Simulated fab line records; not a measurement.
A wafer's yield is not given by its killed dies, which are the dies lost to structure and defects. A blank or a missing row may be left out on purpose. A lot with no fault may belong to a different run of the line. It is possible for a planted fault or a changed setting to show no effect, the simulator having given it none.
Problem report in the 8D (eight disciplines) form, filled by code | flow sky130 | the parts of the form that need people (team, actions taken, sign-off) are left out

== 1. WHAT IS WRONG ==
time to endpoint s at SKY_VIA1_CMP_24 reads a mean of 36.9 s on 3 wafers of 2 lots; wafers without a fault read 65.2 s with a standard deviation of 2.7. That puts it -10 standard deviations away from the usual mean.
The step: polishes, stops on SiO2, t overpolish 15 s, target thk 0 nm.
The first sign was on wafer L487.2 at day 37 04:27, on cmp-02. Wafers with a number at this step in the record: 42, from 14 lots. By rule, "out" or "out of limits" means more than 4 standard deviations away from the usual mean. The other wafers with a number count as sound.

== 2. WHAT IT IS, WHAT IT ISN'T ==
question                    | is                     | is not
which readings at this step | time to endpoint s     | motor current A, overpolish run s, platen rpm
which lots                  | L487, L488             | L477, L478, L483, L490, L491, L492, L495, L496, L497, L498, L499, L500
which wafers of those lots  | L487.1, L487.2, L488.2 | L487.3, L488.4, L488.6
read on which tools         | cmp-02                 | cmp-01
when                        | from day 37 04:27      | up to then (10 sound wafers); but 29 sound wafers of L488, L490, L491, L492, L495, L496, L497, L498, L499, L500 came after

== 3. THE SUSPECTS, EACH WITH WHAT RULES IT OUT ==
Counting: if a tool at a process step up to the reading ran every lot that is out, it stays a suspect. Sound lots after the first of them don't rule it out here, since some wafers of a struck lot are sound.
- cmp-02 at SKY_VIA1_CMP_24 (polishes, stops on SiO2, t overpolish 15 s, target thk 0 nm): kept. Ran every lot that is out, first one L487 (day 37 04:27); last sound lot up to then L477 (day 33 18:06). Its own time to endpoint s readings are out on those wafers.
After counting, what remains is cmp-02 at SKY_VIA1_CMP_24.

== 4. THE CAUSE (what the simulator had put in) ==
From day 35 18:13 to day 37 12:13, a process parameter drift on cmp-02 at SKY_VIA1_CMP_24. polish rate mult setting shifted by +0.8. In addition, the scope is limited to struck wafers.
After counting, this tool was the only one left.

== 5. SEQUENCE OF EFFECTS, ordered by route ==
One row per reading whose mean, taken over the struck wafers that have a number, lies over 3 standard deviations from the usual. Scope: only readings with a usual standard deviation given in the record; hours: median across lots of the time from each lot's start at the first step in this table that gives one to its start at this step; sigmas: change in usual standard deviations.
hours | step            | reading            | usual  | on struck wafers | change | sigmas
0     | SKY_VIA1_CMP_24 | time to endpoint s | 65.2 s | 36.9             | -28.3  | -10
Process steps it contains:
- SKY_VIA1_CMP_24: polishes, stops on SiO2, t overpolish 15 s, target thk 0 nm.

== 6. WHAT WOULD HAVE CAUGHT IT SOONER ==
In this record the first reading out of limits was taken at day 37 04:27, 34 hours after the fault began at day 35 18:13.
